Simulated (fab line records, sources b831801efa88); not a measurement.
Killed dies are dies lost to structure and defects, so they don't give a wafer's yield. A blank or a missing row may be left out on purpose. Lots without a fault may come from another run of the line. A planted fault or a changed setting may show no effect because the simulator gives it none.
Split-lot experiment | flow sky130 | 5 lots, 23 wafers read, on a route of 708 steps

THE SPLIT
At SKY_LDD_HVP_SOFTBAKE_03 (time 60 s), the setting temp_c was moved away from the recipe's 90 C on 11 of the 23 wafers read, by -2.2% to +3.8%. The other wafers ran this setting at the recipe's value.

FROM THE SPLIT TO THE READING: what the file shows between them, 2 steps
- SKY_LDD_HVP_EXPOSE_04: exposes mask HVPTM, target cd 700 nm
- SKY_LDD_HVP_PEB_05

THE READING
NOVOLAK_of_LDD_HVP_COAT_02.thk_nm (the simulator's own value, which no gauge read), in nm, at SKY_LDD_HVP_DEVELOP_06 (develop time 60 s). The file gives no usual value for it. The 12 wafers here that ran the recipe average 298.7 nm, standard deviation 0.98 nm.

wafer  | tool, chamber at the split | temp_c as run, C | against the recipe | NOVOLAK_of_LDD_HVP_COAT_02.thk_nm, nm | against lot-mates on the recipe
L076.2 | litho_track-03, 0          | 90               | recipe             | 299                                   | -
L076.4 | litho_track-03, 0          | 90               | recipe             | 297.3                                 | -
L076.5 | litho_track-03, 0          | 90               | recipe             | 297.4                                 | -
L077.1 | litho_track-03, 0          | 93.01            | +3.3%              | 296.6                                 | -1.4
L077.2 | litho_track-03, 0          | 90               | recipe             | 298.2                                 | -
L077.4 | litho_track-03, 0          | 93.01            | +3.3%              | 297                                   | -1.0
L077.5 | litho_track-03, 0          | 90               | recipe             | 297.8                                 | -
L077.6 | litho_track-03, 0          | 93.01            | +3.3%              | 295.8                                 | -2.2
L082.1 | litho_track-03, 0          | 90               | recipe             | 298.4                                 | -
L082.2 | litho_track-03, 0          | 91.15            | +1.3%              | 297.7                                 | -0.8
L082.3 | litho_track-03, 0          | 91.15            | +1.3%              | 298.2                                 | -0.2
L082.4 | litho_track-03, 0          | 90               | recipe             | 298.5                                 | -
L082.6 | litho_track-03, 0          | 91.15            | +1.3%              | 298.1                                 | -0.3
L083.1 | litho_track-04, 0          | 93.38            | +3.8%              | 297.1                                 | -2.9
L083.2 | litho_track-04, 0          | 93.38            | +3.8%              | 296.7                                 | -3.3
L083.3 | litho_track-04, 0          | 90               | recipe             | 299.3                                 | -
L083.4 | litho_track-04, 0          | 90               | recipe             | 300                                   | -
L083.6 | litho_track-04, 0          | 90               | recipe             | 300.8                                 | -
L084.1 | litho_track-04, 0          | 90               | recipe             | 299.2                                 | -
L084.2 | litho_track-04, 0          | 87.99            | -2.2%              | 299.8                                 | +0.8
L084.3 | litho_track-04, 0          | 90               | recipe             | 298.8                                 | -
L084.5 | litho_track-04, 0          | 87.99            | -2.2%              | 300.9                                 | +1.9
L084.6 | litho_track-04, 0          | 87.99            | -2.2%              | 300.9                                 | +1.9

THE FIT
A straight line over all 23 wafers: NOVOLAK_of_LDD_HVP_COAT_02.thk_nm changes by -0.646 nm for each +1% of temp_c; r = -0.82; the points scatter about the line by 0.83 nm.
The same after taking each lot's own level away (the mean of its wafers on the recipe; 23 wafers): -0.637 nm for each +1%; r = -0.89; scatter 0.59 nm.
On that fit, the largest move of temp_c shifts the reading by 2.4 nm.
The lots' own levels span 297.90 to 300.03 nm, that is 2.2 times the standard deviation above.
So the lot-to-lot level changes the slope little: the two slopes agree.
Check: with one of the wafers moved furthest among these (+3.8%) left out of the fit, the line predicts -2.18 nm for it against its lot-mates. It came out at -2.93 nm against them.

OTHER SPLITS ON THESE WAFERS
These wafers also went through other splits before the reading. Each is held against what the fit with the lots' levels taken away leaves over:
other split on the same wafers      | wafers away from the commonest value | r with NOVOLAK_of_LDD_HVP_COAT_02.thk_nm (lot level and that fit taken away)
SKY_GATE_OXIDE_SOFTBAKE_06 temp_c   | 6                                    | -0.12
SKY_RES_PROTECT_COAT_02 spin_rpm    | 7                                    | -0.12
SKY_POLY_GATE_CVD_03 pressure_mtorr | 10                                   | +0.23
SKY_POLY_GATE_EXPOSE_10 dose_mj     | 6                                    | -0.13
SKY_LDD_N_SOFTBAKE_03 temp_c        | 10                                   | -0.01
SKY_LDD_P_IMPLANT_09 dose_cm2       | 8                                    | +0.12
SKY_LDD_HVN_SOFTBAKE_03 temp_c      | 6                                    | +0.33

THE FILE'S OWN FIT
NOVOLAK_of_LDD_HVP_COAT_02.thk_nm changes by -0.656 nm for each +1% of temp_c, r = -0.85.
